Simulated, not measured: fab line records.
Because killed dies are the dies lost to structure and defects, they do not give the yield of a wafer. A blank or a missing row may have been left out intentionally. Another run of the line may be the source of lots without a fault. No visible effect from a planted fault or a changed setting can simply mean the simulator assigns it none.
Struck lot and sound lot, side by side + flow sky130 + 15 steps out of a route of 708
Sound: the wafers L946.1, L946.4, L946.5. Wafers L938.2, L938.5, L938.6 were the ones struck. The cause is named last.
For every step that has rows: the tool of each side, followed by ch and its chambers, followed by its first start. Under that, the readings that differ: sound wafers + struck wafers + difference of the means + sigmas: that difference in standard deviations of wafers without a fault.
alike: words and numbers the same on both sides, and readings whose means are apart by under 2 such deviations; not compared: readings that were withheld, readings missing a value for some wafer, numbers with overlapping values and no deviation given by the record, and bounds like >300 which may hide the same value.
Wherever a step has rows on one side only, a row that says differs or no value, or a row with sigmas, the two part there. Non-overlapping numbers with no deviation appear without sigmas and do not part them. A reading missing from all wafers of one side parts the sides only when that side holds two or more wafers.

SKY_LI_CONTACT_THK_MEAS_23: measures by xrf.
  sound: film metro-01 at day 35 03:02; struck: film metro-03 at day 32 06:26
  alike: LI_CONTACT_W_THK
SKY_LI_CONTACT_CMP_24: polishes, stops on PSG, t overpolish 20 s, target thk 0 nm.
  sound on cmp-02 ch 0,2,3, day 35 03:10; struck on cmp-01 ch 1,2, day 32 06:29
  alike: motor current A, overpolish run s, slurry filter dp kPa, time to endpoint s
SKY_LOCAL_INTERCONNECT_SPUTTER_00: material TiN, target thk 100 nm, time 83.3 s.
  sound: pvd sputter-03 at day 35 03:25; struck: pvd sputter-02 at day 32 06:47
  alike: chamber pressure pa, susceptor temp C, throttle valve pct
SKY_LOCAL_INTERCONNECT_RS_MEAS_01: measurement is done with a four-point probe.
  sound: film metro-01 at day 35 03:29; struck: film metro-04 at day 32 06:53
  alike: LOCAL_INTERCONNECT_TIN_RS
SKY_LOCAL_INTERCONNECT_THK_MEAS_02: measures by xrf.
  sound: film metro-01 at day 35 03:36; struck: film metro-04 at day 32 06:59
  alike: LOCAL_INTERCONNECT_TIN_THK
then, 7 steps without rows for these wafers: SKY_LOCAL_INTERCONNECT_DEHYDRATE_03 (time 60 s); SKY_LOCAL_INTERCONNECT_HMDS_04 (prime time 60 s); SKY_LOCAL_INTERCONNECT_COAT_05 (resist thk 60 nm); SKY_LOCAL_INTERCONNECT_COAT_06 (resist thk 450 nm); SKY_LOCAL_INTERCONNECT_SOFTBAKE_07 (time 90 s); SKY_LOCAL_INTERCONNECT_EXPOSE_08 (exposes mask LI1M, target cd 170 nm); SKY_LOCAL_INTERCONNECT_PEB_09.
SKY_LOCAL_INTERCONNECT_DEVELOP_10: develop time 60 s.
  sound on litho track-04 ch 0, day 36 05:00; struck on litho track-01 ch 0, day 33 09:00
| reading              | sound             | struck            | difference | sigmas |
|----------------------|-------------------|-------------------|------------|--------|
| developer temp C (C) | 21.09 21.18 21.18 | 21.87 21.79 21.86 | +0.69      | +6     |
SKY_LOCAL_INTERCONNECT_CD_MEAS_11: the cd target is 170 nm.
  sound: cd sem-01 at day 36 05:47; struck: cd sem-01 at day 33 09:37
  alike: cd nm
-- here the record skips 15 days between the struck wafers' starts before and after, leaving off in module LOCAL_INTERCONNECT and picking up in module PAD_OPEN (first step shown: number 708 of the route) --
SKY_PAD_OPEN_PROBE_99:
  sound: prober-01 at day 50 02:00; struck: prober-01 at day 48 02:55
  alike: killed_at_M0_to_M3, killed_at_M4_up, killed at contacts, killed at front end, killed at other, killed dies, killed on rim, killed open, killed short

## WHERE THEY PART
Within this record, at SKY_LOCAL_INTERCONNECT_DEVELOP_10 only. Later steps at which nothing parts them and some readings are alike: SKY_LOCAL_INTERCONNECT_CD_MEAS_11, SKY_PAD_OPEN_PROBE_99.

WHY: what had been put in by the simulator
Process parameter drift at SKY_LOCAL_INTERCONNECT_DEVELOP_10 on litho track-01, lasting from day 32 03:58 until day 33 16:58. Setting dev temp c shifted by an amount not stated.
